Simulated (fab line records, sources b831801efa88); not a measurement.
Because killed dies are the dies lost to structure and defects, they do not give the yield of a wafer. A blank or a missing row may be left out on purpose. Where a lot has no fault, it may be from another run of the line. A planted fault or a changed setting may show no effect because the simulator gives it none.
fab line records	flow gf180mcu
record lots=5	wafers=23
route steps=602 shown PSD@257 SAB@264 SALICIDE@281 CONTACT@291 M1@317
start-h: hours from the record's opening day to when the first of the lot's shown wafers began	wait-h: how many hours have passed since the lot's step before this one	" unchanged from the row above	L1.1+2: a row that stands for several wafers	- either no value or no given start	* or withheld: withheld	< > ~ a bound
route shown NAME@n: names a module that has steps shown in the file, with the first one's number in the route	usual: mean/standard deviation of fault-free wafers	same: alike in all rows	chamber/n: place in a boat	sites: readings site by site	_std_site: the standard deviation of these	_edge_site: mean of outer sites minus mean of inner sites	radius-mm: for every site, how far away it sits from the centre of the wafer	mask NAME#n: copy n	behind: the most recent tool/chamber to have shaped the wafer	hold: reason for holding the lot/hours on hold/outcome of the hold	device: transistor that didn't switch, given as n, p or np	end of line: the route-end tests of the same wafers	a step given without rows: its recipe and nothing more	killed: dies that structure and defects cost at the first sort, which is not the same as the wafer's yield	map: shows each die of a wafer: x if killed, . if not, _ if none is there
set.NAME: the setting that was run; set.NAME@STEP: the one run at that earlier step	model.NAME: the simulator's own value behind a step, which no gauge read
lots with deliberately changed settings; one table per step, one row per wafer
## steps
# step GF_PSD_IMPLANT_09
# recipe species=BF2	energy-kev=40	dose-cm2=1.5e+15	tilt-deg=7
lot.wafer	tool	chamber	start-h	wait-h	set.energy-kev	model.implant.rp-nm	model.implant.drp-nm
L074.1+5	implanter-04	0	310.77	0.0	40	29.82	15.87
L074.2+3+6	"	0	"	"	42.5	31.33	16.56
L075.2+4+5	implanter-02	0	328.42	0.0	40	29.25	15.87
L082.2+3+6	implanter-03	0	381.59	0.0	38.74	28.58	15.52
L082.4+5	"	0	"	"	40	29.34	15.87
L083.1+2+3+4+5	implanter-02	0	388.12	0.0	40	31.16	15.87
L085.1+2+3+5+6	implanter-03	0	412.14	0.0	40	29.71	15.87
# step GF_PSD_STRIP_10
# recipe chemistry=O2/N2	power-w=1400	pressure-mtorr=1500	platen-temp-c=250	o2-flow-sccm=3000	n2-flow-sccm=300	overash-fraction=0.5
# usual strip-time-to-endpoint-s=16.54/0.039
lot.wafer	tool	chamber	start-h	wait-h	set.energy-kev@PSD_IMPLANT_09	strip-time-to-endpoint-s
L074.1	plasma-asher-04	0	310.92	0.1	40	16.54
L074.2	"	1	"	"	42.5	16.75
L074.3	"	1	"	"	42.5	16.77
L074.5	"	1	"	"	40	16.53
L074.6	"	0	"	"	42.5	16.80
L075.2	plasma-asher-03	1	328.54	0.1	40	16.54
L075.4	"	1	"	"	40	16.53
L075.5	"	0	"	"	40	16.53
L082.2	plasma-asher-04	0	381.72	0.1	38.74	16.45
L082.3	"	1	"	"	38.74	16.43
L082.4	"	0	"	"	40	16.49
L082.5	"	1	"	"	40	16.50
L082.6	"	0	"	"	38.74	16.38
L083.1	plasma-asher-03	1	388.27	0.1	40	16.52
L083.2	"	0	"	"	40	16.51
L083.3	"	0	"	"	40	16.50
L083.4	"	1	"	"	40	16.54
L083.5	"	0	"	"	40	16.53
L085.1	plasma-asher-03	0	412.29	0.1	40	16.48
L085.2	"	1	"	"	40	16.56
L085.3	"	1	"	"	40	16.54
L085.5	"	0	"	"	40	16.55
L085.6	"	1	"	"	40	16.56
# step GF_PSD_TW_MEAS_11
# usual PSD_TW=3198/16
lot.wafer	tool	chamber	start-h	wait-h	set.energy-kev@PSD_IMPLANT_09	PSD_TW
L074.1	film-metro-03	-	311.02	0.1	40	3205
L074.2	"	-	"	"	42.5	3272
L074.3	"	-	"	"	42.5	3277
L074.5	"	-	"	"	40	3196
L074.6	"	-	"	"	42.5	3264
L075.2	film-metro-03	-	328.65	0.1	40	3198
L075.4	"	-	"	"	40	3182
L075.5	"	-	"	"	40	3199
L082.2	film-metro-03	-	381.83	0.1	38.74	3173
L082.3	"	-	"	"	38.74	3174
L082.4	"	-	"	"	40	3209
L082.5	"	-	"	"	40	3215
L082.6	"	-	"	"	38.74	3174
L083.1	film-metro-03	-	388.37	0.1	40	3217
L083.2	"	-	"	"	40	3222
L083.3	"	-	"	"	40	3228
L083.4	"	-	"	"	40	3217
L083.5	"	-	"	"	40	3217
L085.1	film-metro-03	-	412.39	0.1	40	3217
L085.2	"	-	"	"	40	3195
L085.3	"	-	"	"	40	3217
L085.5	"	-	"	"	40	3200
L085.6	"	-	"	"	40	3215
# step GF_PSD_CLEAN_12
# recipe chemistry=SC1/SC2	mix=1:4:20	temp-c=70	time-s=150	dry=n2-spin
# step GF_PSD_RTA_13
# recipe temp-c=1025	time-s=20	ambient=N2
# step GF_PSD_RS_MEAS_15
# recipe thk-meas-gauge=four-point-probe
# usual PSD_RS=108.66/0.28
lot.wafer	tool	chamber	start-h	wait-h	set.energy-kev@PSD_IMPLANT_09	PSD_RS[ohm/sq]
L074.1	film-metro-04	-	311.33	0.1	40	108.74
L074.2	"	-	"	"	42.5	105.36
L074.3	"	-	"	"	42.5	105.39
L074.5	"	-	"	"	40	108.81
L074.6	"	-	"	"	42.5	105.32
L075.2	film-metro-04	-	329.06	0.1	40	108.82
L075.4	"	-	"	"	40	108.75
L075.5	"	-	"	"	40	108.84
L082.2	film-metro-04	-	382.15	0.1	38.74	110.67
L082.3	"	-	"	"	38.74	110.60
L082.4	"	-	"	"	40	108.97
L082.5	"	-	"	"	40	109.04
L082.6	"	-	"	"	38.74	110.70
L083.1	film-metro-02	-	388.68	0.1	40	108.93
L083.2	"	-	"	"	40	108.73
L083.3	"	-	"	"	40	108.72
L083.4	"	-	"	"	40	109.08
L083.5	"	-	"	"	40	108.89
L085.1	film-metro-03	-	412.70	0.1	40	108.53
L085.2	"	-	"	"	40	108.64
L085.3	"	-	"	"	40	108.71
L085.5	"	-	"	"	40	108.54
L085.6	"	-	"	"	40	108.58
# step GF_SAB_CVD_00
# recipe material=SiO2	target-thk-nm=50	precursor=TEOS	temp-c=400	time-s=4.9302	rf-w=600
lot.wafer	tool	chamber	start-h	wait-h	set.time-s	model.SiO2_of_SAB_CVD_00.thk-nm
L074.1	pecvd-03	2	311.45	0.1	4.9302	49.27
L074.2	"	0	"	"	4.9302	49.43
L074.3	"	1	"	"	4.9302	49.61
L074.5	"	1	"	"	4.9302	50.29
L074.6	"	0	"	"	4.9302	50.16
L075.2	pecvd-03	1	329.16	0.1	4.9302	49.15
L075.4	"	1	"	"	4.9302	49.91
L075.5	"	2	"	"	4.9302	50.34
L082.2	pecvd-04	2	382.25	0.1	4.9302	49.62
L082.3	"	1	"	"	5.288	53.12
L082.4	"	1	"	"	5.288	53.71
L082.5	"	2	"	"	5.288	53.78
L082.6	"	0	"	"	4.9302	50.51
L083.1	pecvd-01	2	388.80	0.1	4.9302	49.25
L083.2	"	1	"	"	4.9302	50.18
L083.3	"	0	"	"	4.9302	50.08
L083.4	"	2	"	"	4.9302	50.03
L083.5	"	0	"	"	4.9302	51.51
L085.1	pecvd-01	1	412.82	0.1	5.177	51.32
L085.2	"	2	"	"	4.9302	49.26
L085.3	"	1	"	"	4.9302	49.81
L085.5	"	2	"	"	4.9302	49.46
L085.6	"	1	"	"	5.177	52.19
# step GF_SAB_THK_MEAS_01
# recipe reads=SiO2_of_SAB_CVD_00
# usual SAB_CVD_00_THK=49.9/0.66
lot.wafer	tool	chamber	start-h	wait-h	set.time-s@SAB_CVD_00	SAB_CVD_00_THK[nm]
L074.1	film-metro-01	-	311.47	0.0	4.9302	49.3
L074.2	"	-	"	"	4.9302	49.4
L074.3	"	-	"	"	4.9302	49.6
L074.5	"	-	"	"	4.9302	50.3
L074.6	"	-	"	"	4.9302	50.2
L075.2	film-metro-03	-	329.19	0.0	4.9302	49.1
L075.4	"	-	"	"	4.9302	49.9
L075.5	"	-	"	"	4.9302	50.3
L082.2	film-metro-03	-	382.28	0.0	4.9302	49.6
L082.3	"	-	"	"	5.288	53.1
L082.4	"	-	"	"	5.288	53.7
L082.5	"	-	"	"	5.288	53.8
L082.6	"	-	"	"	4.9302	50.5
L083.1	film-metro-03	-	388.82	0.0	4.9302	49.3
L083.2	"	-	"	"	4.9302	50.1
L083.3	"	-	"	"	4.9302	50.1
L083.4	"	-	"	"	4.9302	50.0
L083.5	"	-	"	"	4.9302	51.6
L085.1	film-metro-01	-	412.85	0.0	5.177	51.4
L085.2	"	-	"	"	4.9302	49.3
L085.3	"	-	"	"	4.9302	49.8
L085.5	"	-	"	"	4.9302	49.4
L085.6	"	-	"	"	5.177	52.2
# step GF_SAB_DEVELOP_08
# recipe develop-time-s=60	dev-temp-c=23
lot.wafer	tool	chamber	start-h	wait-h	set.develop-time-s
L074.1+2+3+5+6	litho-track-02	0	331.66	0.1	60
L075.2+4+5	litho-track-03	0	349.71	0.1	60
L082.2+3+4+5+6	litho-track-02	0	404.39	0.1	60
L083.1+4+5	litho-track-03	0	411.18	0.1	60
L083.2+3	"	0	"	"	65.88
L085.1+3	litho-track-01	0	436.63	0.1	60
L085.2+5+6	"	0	"	"	52.97
# step GF_SAB_CD_MEAS_09
# recipe target-cd-nm=420
# usual cd-nm=420.6/2.5
lot.wafer	tool	chamber	start-h	wait-h	set.develop-time-s@SAB_DEVELOP_08	cd-nm
L074.1	cd-sem-01	-	331.81	0.1	60	420.4
L074.2	"	-	"	"	60	420.9
L074.3	"	-	"	"	60	420.1
L074.5	"	-	"	"	60	420.2
L074.6	"	-	"	"	60	420.1
L075.2	cd-sem-02	-	349.85	0.1	60	420.0
L075.4	"	-	"	"	60	419.9
L075.5	"	-	"	"	60	419.4
L082.2	cd-sem-02	-	404.53	0.1	60	416.6
L082.3	"	-	"	"	60	416.0
L082.4	"	-	"	"	60	415.0
L082.5	"	-	"	"	60	416.3
L082.6	"	-	"	"	60	415.2
L083.1	cd-sem-02	-	411.38	0.2	60	422.2
L083.2	"	-	"	"	65.88	411.8
L083.3	"	-	"	"	65.88	411.1
L083.4	"	-	"	"	60	421.1
L083.5	"	-	"	"	60	420.2
L085.1	cd-sem-02	-	436.78	0.1	60	423.0
L085.2	"	-	"	"	52.97	438.2
L085.3	"	-	"	"	60	423.2
L085.5	"	-	"	"	52.97	438.0
L085.6	"	-	"	"	52.97	437.3
# step GF_SAB_ETCH_11
# recipe chemistry=C4F8/O2/Ar	mask-material=NOVOLAK	target=SiO2	target-depth-nm=55	source-w=1500	bias-w=1200	pressure-mtorr=40	c4f8-flow-sccm=withheld	O2_flow_sccm=6	Ar_flow_sccm=300	time-s=8.5
lot.wafer	tool	chamber	start-h	wait-h	set.develop-time-s@SAB_DEVELOP_08	model.SAB.cd-nm
L074.1+3	rie-diel-04	1,0	331.97	0.0	60	420
L074.2	"	3	"	"	60	421.1
L074.5	"	2	"	"	60	419.9
L074.6	"	1	"	"	60	420.2
L075.2+4	rie-diel-03	3,1	349.99	0.0	60	419.9
L075.5	"	0	"	"	60	418.7
L082.2	rie-diel-03	3	404.67	0.0	60	416.4
L082.3+4	"	0,2	"	"	60	415.4
L082.5	"	3	"	"	60	416.6
L082.6	"	2	"	"	60	415.1
L083.1	rie-diel-04	1	411.54	0.0	60	421.9
L083.2	"	0	"	"	65.88	412
L083.3	"	3	"	"	65.88	411.7
L083.4	"	2	"	"	60	421.3
L083.5	"	1	"	"	60	420.3
L085.1	rie-diel-02	3	436.94	0.0	60	423.2
L085.2	"	1	"	"	52.97	438.3
L085.3	"	2	"	"	60	423.6
L085.5	"	2	"	"	52.97	437.9
L085.6	"	3	"	"	52.97	437.4
# step GF_SALICIDE_SPUTTER_03
# recipe material=TiN	target-thk-nm=20	power-w=6500	time-s=16.7	chamber-pressure-pa=0.4
lot.wafer	tool	chamber	start-h	wait-h	set.time-s	model.TiN_of_SALICIDE_SPUTTER_03.thk-nm
L074.1	pvd-sputter-03	-	332.34	0.0	16.7	20.07
L074.2	"	-	"	"	16.7	19.89
L074.3	"	-	"	"	16.7	19.76
L074.5	"	-	"	"	16.7	20.19
L074.6	"	-	"	"	16.7	19.84
L075.2	pvd-sputter-04	-	350.36	0.0	16.7	19.73
L075.4	"	-	"	"	16.7	19.94
L075.5	"	-	"	"	16.7	19.96
L082.2	pvd-sputter-04	-	405.04	0.0	16.7	20.05
L082.3	"	-	"	"	16.7	19.89
L082.4	"	-	"	"	16.7	19.93
L082.5	"	-	"	"	16.7	20.08
L082.6	"	-	"	"	16.7	19.81
L083.1	pvd-sputter-04	-	411.90	0.0	18.96	22.73
L083.2	"	-	"	"	16.7	19.93
L083.3	"	-	"	"	18.96	22.8
L083.4	"	-	"	"	16.7	19.79
L083.5	"	-	"	"	16.7	20.25
L085.1	pvd-sputter-03	-	437.30	0.0	16.7	20.14
L085.2	"	-	"	"	18.67	22.63
L085.3	"	-	"	"	16.7	20.26
L085.5	"	-	"	"	18.67	22.59
L085.6	"	-	"	"	16.7	20.02
# step GF_SALICIDE_THK_MEAS_05
# recipe thk-meas-gauge=xrf	reads=TiN_of_SALICIDE_SPUTTER_03
# usual SALICIDE_TIN_THK=19.90/0.25
lot.wafer	tool	chamber	start-h	wait-h	set.time-s@SALICIDE_SPUTTER_03	SALICIDE_TIN_THK[nm]
L074.1	film-metro-01	-	332.48	0.1	16.7	19.96
L074.2	"	-	"	"	16.7	19.75
L074.3	"	-	"	"	16.7	19.61
L074.5	"	-	"	"	16.7	20.00
L074.6	"	-	"	"	16.7	19.70
L075.2	film-metro-02	-	350.52	0.1	16.7	19.64
L075.4	"	-	"	"	16.7	19.90
L075.5	"	-	"	"	16.7	19.88
L082.2	film-metro-01	-	405.19	0.1	16.7	19.91
L082.3	"	-	"	"	16.7	19.73
L082.4	"	-	"	"	16.7	19.81
L082.5	"	-	"	"	16.7	19.92
L082.6	"	-	"	"	16.7	19.68
L083.1	film-metro-01	-	412.05	0.1	18.96	22.66
L083.2	"	-	"	"	16.7	19.81
L083.3	"	-	"	"	18.96	22.66
L083.4	"	-	"	"	16.7	19.70
L083.5	"	-	"	"	16.7	20.22
L085.1	film-metro-02	-	437.45	0.1	16.7	20.08
L085.2	"	-	"	"	18.67	22.51
L085.3	"	-	"	"	16.7	20.15
L085.5	"	-	"	"	18.67	22.59
L085.6	"	-	"	"	16.7	19.92
# step GF_CONTACT_CMP_04
# recipe material=SiO2	down-force-psi=4	platen-rpm=60	pad-velocity-m-s=0.94248
lot.wafer	tool	chamber	start-h	wait-h	set.leave-above-ref-nm	model.SiO2_of_CONTACT_CVD_02.thk-nm
L074.2	cmp-02	1	333.21	0.0	560	558.4
L074.3	"	2	"	"	560	559.1
L074.1+6	"	0,1	"	"	560	560.3
L074.5	"	2	"	"	560	558.6
L075.2	cmp-02	1	351.14	0.1	560	559.4
L075.4	"	3	"	"	560	559.8
L075.5	"	0	"	"	560	560.4
L082.3	cmp-02	3	408.85	3.1	560	559.6
L082.4	"	0	"	"	560	560.8
L082.2	"	1	"	"	560	559.2
L082.5	"	2	"	"	560	559.3
L082.6	"	3	"	"	560	560
L083.2	cmp-01	0	412.64	0.0	585.9	587.9
L083.4	"	1	"	"	560	558.5
L083.1	"	2	"	"	585.9	586.4
L083.3	"	3	"	"	585.9	584.6
L083.5	"	1	"	"	560	558.6
L085.3	cmp-02	1	438.04	0.0	560	560.7
L085.1	"	2	"	"	534.5	534.5
L085.2	"	0	"	"	560	562.2
L085.5	"	1	"	"	534.5	535.6
L085.6	"	2	"	"	560	560.4
# step GF_CONTACT_PEB_12
# recipe peb-temp-c=135	peb-time-s=90	resist=KrF
lot.wafer	tool	chamber	start-h	wait-h	set.peb-temp-c
L074.1+2+6	litho-track-03	0	-	-	135
L074.3+5	"	0	"	"	136.7
L075.2+4+5	litho-track-01	0	-	-	135
L082.2+3+5	litho-track-01	0	-	-	135
L082.4+6	"	0	"	"	137.9
L083.1+2	litho-track-01	0	-	-	135
L083.3+4+5	"	0	"	"	133.5
L085.1+5+6	litho-track-03	0	-	-	138
L085.2+3	"	0	"	"	135
# step GF_CONTACT_DEVELOP_13
# recipe develop-time-s=60	resist=KrF	dev-temp-c=21
# step GF_CONTACT_CD_MEAS_14
# recipe target-cd-nm=220
# usual cd-nm=220.3/1.7
lot.wafer	tool	chamber	start-h	wait-h	set.peb-temp-c@CONTACT_PEB_12	cd-nm
L074.1	cd-sem-01	-	355.38	0.1	135	218.9
L074.2	"	-	"	"	135	220.1
L074.3	"	-	"	"	136.7	225.0
L074.5	"	-	"	"	136.7	223.8
L074.6	"	-	"	"	135	218.1
L075.2	cd-sem-01	-	373.95	0.1	135	217.4
L075.4	"	-	"	"	135	218.6
L075.5	"	-	"	"	135	218.3
L082.2	cd-sem-01	-	432.75	0.1	135	219.5
L082.3	"	-	"	"	135	218.1
L082.4	"	-	"	"	137.9	225.3
L082.5	"	-	"	"	135	218.7
L082.6	"	-	"	"	137.9	226.5
L083.1	cd-sem-01	-	437.13	0.1	135	217.3
L083.2	"	-	"	"	135	220.0
L083.3	"	-	"	"	133.5	214.3
L083.4	"	-	"	"	133.5	215.1
L083.5	"	-	"	"	133.5	213.3
L085.1	cd-sem-02	-	462.95	0.1	138	225.9
L085.2	"	-	"	"	135	218.9
L085.3	"	-	"	"	135	219.8
L085.5	"	-	"	"	138	226.6
L085.6	"	-	"	"	138	225.4
# step GF_CONTACT_ETCH_16
# recipe chemistry=N2/H2	target-depth-a=withheld	overetch-a=withheld	time-s=withheld	target=BARC	ion-energy-ev=200	source-w=500	bias-w=100	pressure-mtorr=30	n2-flow-sccm=100	h2-flow-sccm=200
lot.wafer	tool	chamber	start-h	wait-h	set.peb-temp-c@CONTACT_PEB_12	model.CONTACT.cd-nm
L074.1	rie-diel-03	3	355.54	0.0	135	218.7
L074.2	"	0	"	"	135	221.6
L074.3	"	2	"	"	136.7	225.5
L074.5	"	2	"	"	136.7	224
L074.6	"	3	"	"	135	217.9
L075.2	rie-diel-02	0	374.09	0.0	135	216
L075.4	"	2	"	"	135	217.8
L075.5	"	3	"	"	135	216.9
L082.2	rie-diel-03	2	432.89	0.0	135	220.4
L082.3	"	1	"	"	135	217.8
L082.4	"	0	"	"	137.9	225.7
L082.5	"	3	"	"	135	218.1
L082.6	"	0	"	"	137.9	227.2
L083.1	rie-diel-01	1	437.29	0.0	135	217.9
L083.2	"	2	"	"	135	220.4
L083.3	"	0	"	"	133.5	214.5
L083.4	"	3	"	"	133.5	215.5
L083.5	"	1	"	"	133.5	214
L085.1	rie-diel-03	3	463.11	0.0	138	224.8
L085.2	"	2	"	"	135	218.4
L085.3	"	1	"	"	135	219.6
L085.5	"	2	"	"	138	226.4
L085.6	"	1	"	"	138	225.3
# step GF_CONTACT_ETCH_17
# recipe chemistry=C4F8/O2/Ar	mask-material=KrF	target=SiO2	stop-on=CoSi2	source-w=1500	bias-w=1159	pressure-mtorr=40	c4f8-flow-sccm=withheld	O2_flow_sccm=6	Ar_flow_sccm=300	time-s=withheld	target-depth-a=8600
lot.wafer	tool	chamber	start-h	wait-h	set.leave-above-ref-nm@CONTACT_CMP_04	set.peb-temp-c@CONTACT_PEB_12	model.CONTACT.cd-nm	model.CONTACT.feature-depth-nm
L074.1	rie-diel-03	3	-	-	560	135	218.5	846
L074.2	"	0	"	"	560	135	221	852.6
L074.3	"	2	"	"	560	136.7	224.8	849.7
L074.5	"	2	"	"	560	136.7	223	845
L074.6	"	3	"	"	560	135	217.5	854
L075.2	rie-diel-02	0	-	-	560	135	215.8	841.1
L075.4	"	2	"	"	560	135	217.7	848.2
L075.5	"	3	"	"	560	135	216.5	845.8
L082.2	rie-diel-03	2	-	-	560	135	220.4	852
L082.3	"	1	"	"	560	135	216.4	847.6
L082.4	"	0	"	"	560	137.9	226	845.9
L082.5	"	3	"	"	560	135	217.9	845.9
L082.6	"	0	"	"	560	137.9	227.1	851.2
L083.1	rie-diel-01	1	-	-	585.9	135	217.7	878.2
L083.2	"	2	"	"	585.9	135	220.7	876.1
L083.3	"	0	"	"	585.9	133.5	213.8	876.7
L083.4	"	3	"	"	560	133.5	215.3	849.1
L083.5	"	1	"	"	560	133.5	214	854
L085.1	rie-diel-03	3	-	-	534.5	138	225.2	818.6
L085.2	"	2	"	"	560	135	218.2	849.7
L085.3	"	1	"	"	560	135	218.7	846.8
L085.5	"	2	"	"	534.5	138	226.5	820.7
L085.6	"	1	"	"	560	138	224	847.4
# step GF_CONTACT_SPUTTER_22
# recipe material=Ti	target-thk-nm=15	chamber-pressure-pa=5	power-w=2500	substrate-temp-c=200	time-s=80.02
lot.wafer	tool	chamber	start-h	wait-h	set.power-w	model.Ti_of_CONTACT_SPUTTER_22.thk-nm
L074.1	pvd-sputter-03	-	356.00	0.0	2500	15.24
L074.2	"	-	"	"	2500	15.03
L074.3	"	-	"	"	2500	14.96
L074.5	"	-	"	"	2593	15.85
L074.6	"	-	"	"	2593	15.48
L075.2	pvd-sputter-03	-	374.55	0.0	2500	14.97
L075.4	"	-	"	"	2500	14.8
L075.5	"	-	"	"	2500	15.07
L082.2	pvd-sputter-04	-	433.35	0.0	2601	15.4
L082.3	"	-	"	"	2500	15.36
L082.4	"	-	"	"	2601	16.03
L082.5	"	-	"	"	2601	16.04
L082.6	"	-	"	"	2500	15.19
L083.1	pvd-sputter-01	-	437.75	0.0	2203	13.24
L083.2	"	-	"	"	2500	15.26
L083.3	"	-	"	"	2203	13.17
L083.4	"	-	"	"	2203	12.99
L083.5	"	-	"	"	2500	15.32
L085.1	pvd-sputter-01	-	463.57	0.0	2500	14.95
L085.2	"	-	"	"	2500	15.18
L085.3+6	"	-	"	"	2500	15.27
L085.5	"	-	"	"	2500	14.98
# step GF_M1_SPUTTER_02
# recipe material=AlCu	target-thk-nm=450	power-w=10600	time-s=23.9	chamber-pressure-pa=0.4
lot.wafer	tool	chamber	start-h	wait-h	set.time-s	model.AlCu_of_M1_SPUTTER_02.thk-nm
L074.1	pvd-sputter-04	-	356.81	0.0	23.9	452.1
L074.2	"	-	"	"	24.99	475.2
L074.3	"	-	"	"	24.99	476.6
L074.5	"	-	"	"	24.99	478.9
L074.6	"	-	"	"	23.9	459.1
L075.2	pvd-sputter-01	-	375.36	0.0	23.9	447.4
L075.4	"	-	"	"	23.9	455.1
L075.5	"	-	"	"	23.9	450.9
L082.2	pvd-sputter-01	-	434.16	0.0	23.9	452.3
L082.3	"	-	"	"	22.29	421
L082.4	"	-	"	"	22.29	424.2
L082.5	"	-	"	"	23.9	450.4
L082.6	"	-	"	"	22.29	427
L083.1	pvd-sputter-04	-	438.56	0.0	23.9	452
L083.2	"	-	"	"	23.9	444.9
L083.3	"	-	"	"	22.9	434.2
L083.4	"	-	"	"	23.9	441.6
L083.5	"	-	"	"	22.9	426.2
L085.1	pvd-sputter-02	-	464.38	0.0	21.98	414.1
L085.2	"	-	"	"	21.98	416.5
L085.3	"	-	"	"	21.98	415.1
L085.5	"	-	"	"	23.9	448.5
L085.6	"	-	"	"	23.9	452.4
## key
split step=GF_PSD_IMPLANT_09	setting=energy-kev	stated=40	by=wafer
response step=GF_PSD_IMPLANT_09	reading=model.implant.rp-nm	change=+0.242	per=1%	r=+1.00
response step=GF_PSD_IMPLANT_09	reading=model.implant.drp-nm	change=+0.11	per=1%	r=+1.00
response step=GF_PSD_STRIP_10	reading=strip-time-to-endpoint-s	change=*	per=1%	r=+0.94
response step=GF_PSD_TW_MEAS_11	reading=PSD_TW	change=+11.5	per=1%	r=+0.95
response step=GF_PSD_RS_MEAS_15	reading=PSD_RS	change=-0.542	per=1%	r=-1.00
split step=GF_SAB_CVD_00	setting=time-s	stated=4.9302	by=wafer
response step=GF_SAB_CVD_00	reading=model.SiO2_of_SAB_CVD_00.thk-nm	change=+0.469	per=1%	r=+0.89
response step=GF_SAB_THK_MEAS_01	reading=SAB_CVD_00_THK	change=+0.472	per=1%	r=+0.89
split step=GF_SAB_DEVELOP_08	setting=develop-time-s	stated=60	by=wafer
response step=GF_SAB_CD_MEAS_09	reading=cd-nm	change=-1.15	per=1%	r=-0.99
response step=GF_SAB_ETCH_11	reading=model.SAB.cd-nm	change=-1.12	per=1%	r=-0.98
split step=GF_SALICIDE_SPUTTER_03	setting=time-s	stated=16.7	by=wafer
response step=GF_SALICIDE_SPUTTER_03	reading=model.TiN_of_SALICIDE_SPUTTER_03.thk-nm	change=+0.207	per=1%	r=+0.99
response step=GF_SALICIDE_THK_MEAS_05	reading=SALICIDE_TIN_THK	change=+0.207	per=1%	r=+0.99
split step=GF_CONTACT_CMP_04	setting=leave-above-ref-nm	stated=560	by=wafer
response step=GF_CONTACT_CMP_04	reading=model.SiO2_of_CONTACT_CVD_02.thk-nm	change=+5.86	per=1%	r=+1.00
response step=GF_CONTACT_ETCH_17	reading=model.CONTACT.feature-depth-nm	change=+5.85	per=1%	r=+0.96
split step=GF_CONTACT_PEB_12	setting=peb-temp-c	stated=135	by=wafer
response step=GF_CONTACT_CD_MEAS_14	reading=cd-nm	change=+3.37	per=1%	r=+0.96
response step=GF_CONTACT_ETCH_16	reading=model.CONTACT.cd-nm	change=+3.47	per=1%	r=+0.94
response step=GF_CONTACT_ETCH_17	reading=model.CONTACT.cd-nm	change=+3.59	per=1%	r=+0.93
split step=GF_CONTACT_SPUTTER_22	setting=power-w	stated=2500	by=wafer
response step=GF_CONTACT_SPUTTER_22	reading=model.Ti_of_CONTACT_SPUTTER_22.thk-nm	change=+0.175	per=1%	r=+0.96
split step=GF_M1_SPUTTER_02	setting=time-s	stated=23.9	by=wafer
response step=GF_M1_SPUTTER_02	reading=model.AlCu_of_M1_SPUTTER_02.thk-nm	change=+4.25	per=1%	r=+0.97
